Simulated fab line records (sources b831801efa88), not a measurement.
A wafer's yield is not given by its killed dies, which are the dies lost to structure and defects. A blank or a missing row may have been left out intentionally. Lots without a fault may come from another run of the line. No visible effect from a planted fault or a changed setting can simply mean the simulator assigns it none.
Comparing a struck lot with a sound one    flow sky130    15 out of 708 route steps
Sound: wafers L249.4, L249.5, L249.6. Struck: wafer L261.2. (L261.1, L261.6 of the same lot were not struck and are left out.) The cause comes at the end.
Per side, at each step with rows, come the tool, then ch with its chambers, and then its first start. Under that, the readings that differ: sound wafers    struck wafers    difference of the means    sigmas: that difference in standard deviations of wafers without a fault.
alike: readings with means less than 2 such deviations apart, plus words and numbers identical on both sides. not compared: withheld readings, readings lacking a value on some wafer, bounds such as >300 that could conceal the same value, and numbers that have no deviation in the record and whose values overlap.
A row with sigmas, a row that says differs or no value, or rows on one side alone: a step with any of these is where the two part. Numbers that don't overlap but have no deviation are shown without sigmas and don't part them. Lack of a reading on every wafer of one side parts them only where that side has two or more wafers.

first, 1 step without rows for these wafers: SKY_METAL5_CLEAN_19 (cleans in O3/DIW).
SKY_PASSIVATION_CVD_00: deposits SiO2, target thk 90 nm.
  sound on pecvd-02 ch 0,1,2, day 46 11:32; struck on pecvd-04 ch 1, day 51 02:49
  alike: heater power w, rf fwd power W, susceptor temp C
SKY_PASSIVATION_THK_MEAS_01:
  sound: film metro-03 at day 46 11:35; struck: film metro-04 at day 51 02:50
  alike: PASSIVATION_CVD_00_THK
SKY_PASSIVATION_CVD_02: deposits Si3N4, target thk 540 nm.
  sound on pecvd-03 ch 0,1,2, day 46 11:44; struck on pecvd-03 ch 2, day 51 02:54
  alike: heater power w, rf fwd power W, susceptor temp C
SKY_PASSIVATION_THK_MEAS_03:
  sound: film metro-03 at day 46 11:52; struck: film metro-03 at day 51 03:14
  alike: PASSIVATION_CVD_02_THK
then, 7 steps without rows for these wafers: SKY_PASSIVATION_DEHYDRATE_04 (time 60 s); SKY_PASSIVATION_HMDS_05 (prime time 60 s); SKY_PASSIVATION_COAT_06 (resist thk 3000 nm); SKY_PASSIVATION_SOFTBAKE_07; SKY_PASSIVATION_EXPOSE_08 (exposes mask NSM, target cd 3000 nm); SKY_PASSIVATION_PEB_09; SKY_PASSIVATION_DEVELOP_10 (develop time 60 s).
SKY_PASSIVATION_ETCH_11: etches the open film in CF4/O2, stops on AlCu, target depth 725 nm, time 161.1 s.
  sound on rie diel-04 ch 0,1,3, day 47 09:00; struck on rie diel-04 ch 2, day 51 19:51
reading                                        sound              struck  difference  sigmas
oes product au (a.u.)                          0.992 0.980 0.976  0.884   -0.099      -13
throttle valve pct (%)                         5.963 5.952 5.963  5.933   -0.026      -3
model.etch.depth nm (nm)                       719.8 712.5 701.3  582.5   -128.7      
model.PASSIVATION.feature depth nm (nm)        719.8 712.5 701.3  582.5   -128.7      
model.coat_of_PASSIVATION_COAT_06.thk nm (nm)  2486 2516 2522     2625    +117        
  alike: drypump motor current A, rf fwd power W
  not compared: rf hours counter h
SKY_PASSIVATION_STRIP_12: strips in O2/N2.
  sound on plasma asher-02 ch 0,1, day 47 09:08; struck on plasma asher-02 ch 1, day 51 19:57
reading                       sound              struck  difference                    sigmas
rf hours counter h (h)        - - -              41      no value on the sound wafers  
strip time to endpoint s (s)  31.18 31.51 31.60  32.77   +1.34                         +7
  alike: drypump motor current A, oes product au
then, 1 step without rows for these wafers: SKY_PAD_OPEN_DEHYDRATE_00 (time 60 s).

WHERE THEY PART
First at SKY_PASSIVATION_ETCH_11; last, within this record, at SKY_PASSIVATION_STRIP_12.

WHY: what had been put in by the simulator
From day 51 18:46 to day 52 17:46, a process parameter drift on rie diel-04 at SKY_PASSIVATION_ETCH_11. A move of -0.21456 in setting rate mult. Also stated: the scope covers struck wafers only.
